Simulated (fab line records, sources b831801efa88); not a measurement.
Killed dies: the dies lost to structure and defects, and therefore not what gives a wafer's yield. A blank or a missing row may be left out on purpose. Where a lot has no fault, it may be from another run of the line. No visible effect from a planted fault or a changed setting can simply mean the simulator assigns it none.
Problem report, 8D (eight disciplines) form, completed by code ; flow gf180mcu ; the parts of the form that need people (team, actions taken, sign-off) are left out

## 1. PROBLEM STATEMENT
runLengthS at GF_V2_SOFTBAKE_10 reads a mean of 92.09 s on 6 wafers of 2 lots; wafers without a fault read 89.27 s with a standard deviation of 0.14. Measured from the usual mean, that is +20 standard deviations.
The step: time 60 s.
Seen first at day 24 20:00 on lithoTrack-04, wafer L110.1. At this step, 39 wafers from 13 lots have a number in the record. Rule for "out" (also "out of limits"): further than 4 standard deviations from the usual mean. The rest of the wafers with a number are treated as sound.

## 2. WHAT IT IS, AND WHAT IT ISN'T
question;is;is not
which readings at this step;runLengthS;heaterPowerTotalW
which lots;L110, L112;L100, L102, L103, L111, L114, L115, L116, L118, L996, L997, L998
which wafers of those lots;all that have a number;-
read on which tools;lithoTrack-04;lithoTrack-01, lithoTrack-03
when;from day 24 20:00;"up to then (18 sound wafers); but 15 sound wafers of L111, L114, L115, L116, L118 came after"

## 3. SUSPECTS, AND WHAT RULES EACH OUT
Counting: a tool at a process step up to the reading stays a suspect if it ran every lot that is out and no sound lot after the first of them.
- lithoTrack-04 at GF_V2_SOFTBAKE_10 (time 60 s): kept. Every lot that is out went through it, starting with L110 (day 24 20:00), and after that it ran no sound lot; the last sound lot it ran before then is L103 (day 22 07:00). Its own readings are out on those wafers: runLengthS.
The count leaves lithoTrack-04 at GF_V2_SOFTBAKE_10.

## 4. THE CAUSE (what the simulator had put in)
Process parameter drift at GF_V2_SOFTBAKE_10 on lithoTrack-04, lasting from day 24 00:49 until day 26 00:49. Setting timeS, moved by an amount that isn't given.
After counting, this tool was the only one left.

## 5. SEQUENCE OF EFFECTS, ordered by route
One row per reading whose mean, taken over the struck wafers that have a number, lies over 3 standard deviations from the usual. Readings are gone through only where the record gives a usual standard deviation; hours: the median, over the lots, of the time from a lot's start at the first step in this table giving one to that lot's start at this step; sigmas: the change measured in usual standard deviations.
hours;step;reading;usual;on struck wafers;change;sigmas
0;GF_V2_SOFTBAKE_10;runLengthS;89.27 s;92.09;+2.82;+20
The process steps in it:
- GF_V2_SOFTBAKE_10: time 60 s.
At these later measuring or inspecting steps, every struck wafer for which the step has a row has a number for every such reading, and none has moved that far: GF_V2_CD_MEAS_14.

## 6. HOW IT WOULD HAVE BEEN CAUGHT EARLIER
19 hours passed between the start of the fault at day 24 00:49 and the first reading out of limits in this record, taken at day 24 20:00.
